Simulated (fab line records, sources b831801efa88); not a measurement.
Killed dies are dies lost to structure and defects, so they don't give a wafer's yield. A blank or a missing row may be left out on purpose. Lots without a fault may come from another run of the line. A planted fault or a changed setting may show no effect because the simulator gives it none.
One fault seen from 2 desks | flow gf180mcu | each desk has only its own numbers; what lay behind them comes last

THE TOOL OWNER'S DESK: rie_metal-01
The tool's own readings at GF_TOP_METAL_METAL_ETCH_16 (etches the open film in Cl2/BCl3, stops on SiO2, target depth 1077.5 nm, time 179.6 s): means of the sampled wafers that have a number, for each lot that ran on this tool. A lot is out of limits, marked OUT, if its mean lies more than 4 standard deviations from the usual mean; the brackets give that distance.
Columns: A = bcl3_flow_sccm at GF_TOP_METAL_METAL_ETCH_16, usual 40.03 sccm; B = drypump_motor_current_A at GF_TOP_METAL_METAL_ETCH_16, usual 5.55 A; C = oes_product_au at GF_TOP_METAL_METAL_ETCH_16, usual 0.968 a.u.; D = throttle_valve_pct at GF_TOP_METAL_METAL_ETCH_16, usual 28.255 %
lot  | first seen here | A     | B    | C               | D
L657 | day 29 09:58    | 39.96 | 5.51 | 0.963           | 28.260
L660 | day 30 06:50    | 40.20 | 5.53 | 0.968           | 28.246
L666 | day 32 06:59    | 39.90 | 5.39 | 0.839 (-17) OUT | 28.392 (+12) OUT
L670 | day 33 04:11    | 39.96 | 5.67 | 0.848 (-16) OUT | 28.390 (+12) OUT
This desk's finding: out of limits on L666, L670; first on L666, day 32 06:59 (oes_product_au at GF_TOP_METAL_METAL_ETCH_16). In limits: L657, L660.

THE METROLOGY DESK
What the gauges read, lot by lot, whatever tool the lot ran on: means of the sampled wafers that have a number. A lot is out of limits, marked OUT, if its mean lies more than 4 standard deviations from the usual mean; the brackets give that distance.
Columns: A = V5_W_RS at GF_V5_RS_MEAS_24, usual 0.328 ohm/sq
lot  | first seen here | A
L652 | day 27 06:33    | 0.329
L654 | day 27 14:51    | 0.326
L655 | day 28 07:32    | 0.327
L656 | day 28 07:44    | 0.328
L657 | day 28 13:56    | 0.321
L658 | day 29 03:14    | 0.326
L659 | day 29 05:02    | 0.332
L660 | day 29 11:44    | 0.324
L661 | day 29 18:25    | 0.334
L666 | day 31 12:55    | 0.330
L669 | day 32 02:44    | 0.329
L670 | day 32 10:52    | 0.330
L671 | day 32 19:58    | 0.332
L672 | day 32 21:16    | 0.328
This desk's finding: nothing out of limits on any of the 14 lots.

PUT TOGETHER
The tool owner's desk could have raised an alarm at day 32 06:59, on L666, L670.
The metrology desk saw nothing out of limits.
The metrology desk has L666, L670 on record, within its limits.
Of the lots named, all ran GF_TOP_METAL_METAL_ETCH_16 on rie_metal-01.

WHAT THE SIMULATOR HAD PUT IN
Process parameter drift: rie_metal-01, from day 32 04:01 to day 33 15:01, at GF_TOP_METAL_METAL_ETCH_16. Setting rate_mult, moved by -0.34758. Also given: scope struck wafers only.
Lots struck among those shown: L666, L670.
Hours from the fault's start to each desk's first reading out of limits: the tool owner's desk, 3.
